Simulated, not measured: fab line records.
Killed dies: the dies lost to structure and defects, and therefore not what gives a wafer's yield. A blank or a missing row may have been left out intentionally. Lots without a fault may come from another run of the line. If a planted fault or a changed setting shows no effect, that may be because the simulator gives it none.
A lot that was struck, set against a sound lot || flow sfq line || 42 out of 325 route steps
Sound: these wafers, L180.3, L180.4, L180.6. Struck: wafers L187.4, L187.6. (L187.1 of the same lot was not struck and is left out.) The cause comes at the end.
For every step that has rows: the tool of each side, followed by ch and its chambers, followed by its first start. Under that, the readings that differ: sound wafers || struck wafers || difference of the means || sigmas: that difference in standard deviations of wafers without a fault.
alike: readings with means less than 2 such deviations apart, plus words and numbers identical on both sides. not compared: withheld readings, readings lacking a value on some wafer, bounds such as >300 that could conceal the same value, and numbers that have no deviation in the record and whose values overlap.
The two part at a step that has a row with sigmas, a row that says differs or no value, or rows on one side only. Numbers that don't overlap but have no deviation are shown without sigmas and don't part them. Lack of a reading on every wafer of one side parts them only where that side has two or more wafers.

first, 6 steps without rows for these wafers: SFQ_TRILAYER_I1_VIA_LITHO_COAT_054 (resist thk 62 nm); SFQ_TRILAYER_I1_VIA_LITHO_COAT_049 (resist thk 650 nm); SFQ_TRILAYER_I1_VIA_LITHO_SOFTBAKE_053; SFQ_TRILAYER_I1_VIA_LITHO_EXPOSE_050 (exposes mask I1, target cd 500 nm); SFQ_TRILAYER_I1_VIA_LITHO_PEB_052 (peb time 60 s); SFQ_TRILAYER_I1_VIA_LITHO_DEVELOP_051 (time 60 s).
SFQ_I1_OVL_MEAS_913:
  sound: overlay-01 at day 26 05:39; struck: overlay-01 at day 29 14:25
  alike: I1_OVL
then, 5 steps without rows for these wafers: SFQ_TRILAYER_I1_VIA_BARC_OPEN_VIA_ETCH_071 (etches BARC in O2, target depth 125 nm, time 41.7 s); SFQ_TRILAYER_I1_VIA_ETCH_VIA_ETCH_052 (etches SiO2 in CHF3, stops on Nb, target depth 260 nm); SFQ_TRILAYER_I1_VIA_STRIP_STRIP_053 (strips in O2); SFQ_TRILAYER_I1_VIA_STRIP_SOLV_CLEAN_054 (cleans in NMP, time 600 s); SFQ_TRILAYER_M2_DEP_PRE_CLEAN_056 (time 22.5 s).
SFQ_TRILAYER_M2_DEP_SPUTTER_055: material Nb, target thk 200 nm, time 133.3 s.
  sound: pvd sputter-04 at day 26 06:38; struck: pvd sputter-06 at day 29 15:24
{"reading": "model.Nb_of_TRILAYER_M2_DEP_SPUTTER_055.thk nm (nm)", "sound": "197.8 200.5 199.7", "struck": "217.5 215.4", "difference": "+17.1", "sigmas": ""}
  alike: throttle valve pct
SFQ_M2_RS_MEAS_914: the measuring method here is four-point-probe.
  sound: film metro-03 at day 26 06:46; struck: film metro-03 at day 29 15:29
{"reading": "M2_NB_RS (ohm/sq)", "sound": "0.901 0.888 0.893", "struck": "0.817 0.827", "difference": -0.072, "sigmas": -8}
then, 6 steps without rows for these wafers: SFQ_TRILAYER_M2_LITHO_COAT_062 (resist thk 62 nm); SFQ_TRILAYER_M2_LITHO_COAT_057 (resist thk 600 nm); SFQ_TRILAYER_M2_LITHO_SOFTBAKE_061; SFQ_TRILAYER_M2_LITHO_EXPOSE_058 (exposes mask M2, target cd 500 nm); SFQ_TRILAYER_M2_LITHO_PEB_060 (peb time 60 s); SFQ_TRILAYER_M2_LITHO_DEVELOP_059 (time 60 s).
-- the record jumps here: 7 days lie between the struck wafers' starts before and after --
SFQ_M2_OVL_MEAS_916:
  sound: overlay-02 at day 32 16:17; struck: overlay-02 at day 36 09:27
  alike: M2_OVL
SFQ_TRILAYER_M2_BARC_OPEN_METAL_ETCH_077: etches BARC in O2, target depth 125 nm, time 41.7 s.
  sound on rie metal-01 ch 0,1, day 32 16:20; struck on rie metal-03 ch 1, day 36 09:29
  alike: drypump motor current A, he backside leak sccm, oes product au
  not compared: rf hours counter h
SFQ_TRILAYER_M2_ETCH_METAL_ETCH_060: etches Nb in Cl2/Ar, stops on SiO2, target depth 240 nm, time 120 s.
  sound on rie metal-01 ch 0,1, day 32 16:25; struck on rie metal-03 ch 1, day 36 09:33
{"reading": "oes product au (a.u.)", "sound": "0.890 0.898 0.894", "struck": "0.943 0.933", "difference": "+0.044", "sigmas": "+6"}
  alike: drypump motor current A, he backside leak sccm
  not compared: rf hours counter h
then, 3 steps without rows for these wafers: SFQ_TRILAYER_M2_STRIP_STRIP_061 (strips in O2); SFQ_TRILAYER_M2_STRIP_SOLV_CLEAN_062 (cleans in NMP, time 600 s); SFQ_TRILAYER_I2_DEP_PECVD_063 (deposits SiO2 from SiH4/N2O, time 111.11 s, target thk 500 nm).
SFQ_TRILAYER_I2_CMP_CMP_064: polishes SiO2.
  sound on cmp-02 ch 0,1,3, day 32 20:57; struck on cmp-01 ch 0,3, day 36 22:42
  alike: motor current A, time to endpoint s
SFQ_I2_BOW_MEAS_917:
  sound: film metro-01 at day 32 23:59; struck: film metro-04 at day 37 01:42
  alike: I2_BOW
SFQ_TRILAYER_I2_METRO_MEASURE_065:
  sound: film metro-01 at day 33 00:28; struck: film metro-04 at day 37 01:49
  alike: thk nm
then, 6 steps without rows for these wafers: SFQ_TRILAYER_I2_VIA_LITHO_COAT_072 (resist thk 62 nm); SFQ_TRILAYER_I2_VIA_LITHO_COAT_067 (resist thk 650 nm); SFQ_TRILAYER_I2_VIA_LITHO_SOFTBAKE_071; SFQ_TRILAYER_I2_VIA_LITHO_EXPOSE_068 (exposes mask I2, target cd 500 nm); SFQ_TRILAYER_I2_VIA_LITHO_PEB_070 (peb time 60 s); SFQ_TRILAYER_I2_VIA_LITHO_DEVELOP_069 (time 60 s).
-- the record jumps here: 6 days lie between the struck wafers' starts before and after --
SFQ_I2_OVL_MEAS_918:
  sound: overlay-02 at day 39 15:34; struck: overlay-02 at day 42 23:07
  alike: I2_OVL
SFQ_TRILAYER_I2_VIA_BARC_OPEN_VIA_ETCH_096: etches BARC in O2, target depth 125 nm, time 41.7 s.
  sound on rie diel-04 ch 1,3, day 39 15:35; struck on rie diel-03 ch 0,1, day 42 23:10
  alike: drypump motor current A, oes product au
  not compared: rf hours counter h
then, 1 step without rows for these wafers: SFQ_TRILAYER_I2_VIA_ETCH_VIA_ETCH_070 (etches SiO2 in CHF3, stops on Nb, target depth 260 nm).
SFQ_TRILAYER_I2_VIA_STRIP_STRIP_071: strips in O2.
  sound on rie metal-02 ch 0,1, day 39 15:56; struck on rie metal-04 ch 0, day 42 23:19
  alike: drypump motor current A, he backside leak sccm, oes product au
  not compared: rf hours counter h
then, 2 steps without rows for these wafers: SFQ_TRILAYER_I2_VIA_STRIP_SOLV_CLEAN_072 (cleans in NMP, time 600 s); SFQ_TRILAYER_M3_DEP_PRE_CLEAN_074 (time 22.5 s).
-- the record jumps here: 46 days lie between the struck wafers' starts before and after --
SFQ_M8_BOW_MEAS_951:
  sound: film metro-01 at day 82 00:43; struck: film metro-01 at day 89 09:59
{"reading": "model.etest.m2.ohm um", "sound": "1.802 1.784 1.791", "struck": "1.633 1.655", "difference": -0.148, "sigmas": ""}
{"reading": "model.etest.i1.link ohm", "sound": "1.98 1.976 1.962", "struck": "1.876 1.896", "difference": -0.087, "sigmas": ""}
{"reading": "model.etest.i2.link ohm", "sound": "1.98 1.971 1.984", "struck": "1.893 1.902", "difference": -0.081, "sigmas": ""}
{"reading": "model.etest.m2.ohm sq", "sound": "0.9012 0.8888 0.8923", "struck": "0.8192 0.8274", "difference": -0.0708, "sigmas": ""}
  alike: M8_BOW

WHERE THEY PART
Earliest at SFQ_M2_RS_MEAS_914; latest, in this record, at SFQ_TRILAYER_M2_ETCH_METAL_ETCH_060. Later steps at which nothing parts them and some readings are alike: SFQ_TRILAYER_I2_CMP_CMP_064, SFQ_I2_BOW_MEAS_917, SFQ_TRILAYER_I2_METRO_MEASURE_065, SFQ_I2_OVL_MEAS_918, SFQ_TRILAYER_I2_VIA_BARC_OPEN_VIA_ETCH_096, SFQ_TRILAYER_I2_VIA_STRIP_STRIP_071, SFQ_M8_BOW_MEAS_951.

WHY: what the simulator had put in
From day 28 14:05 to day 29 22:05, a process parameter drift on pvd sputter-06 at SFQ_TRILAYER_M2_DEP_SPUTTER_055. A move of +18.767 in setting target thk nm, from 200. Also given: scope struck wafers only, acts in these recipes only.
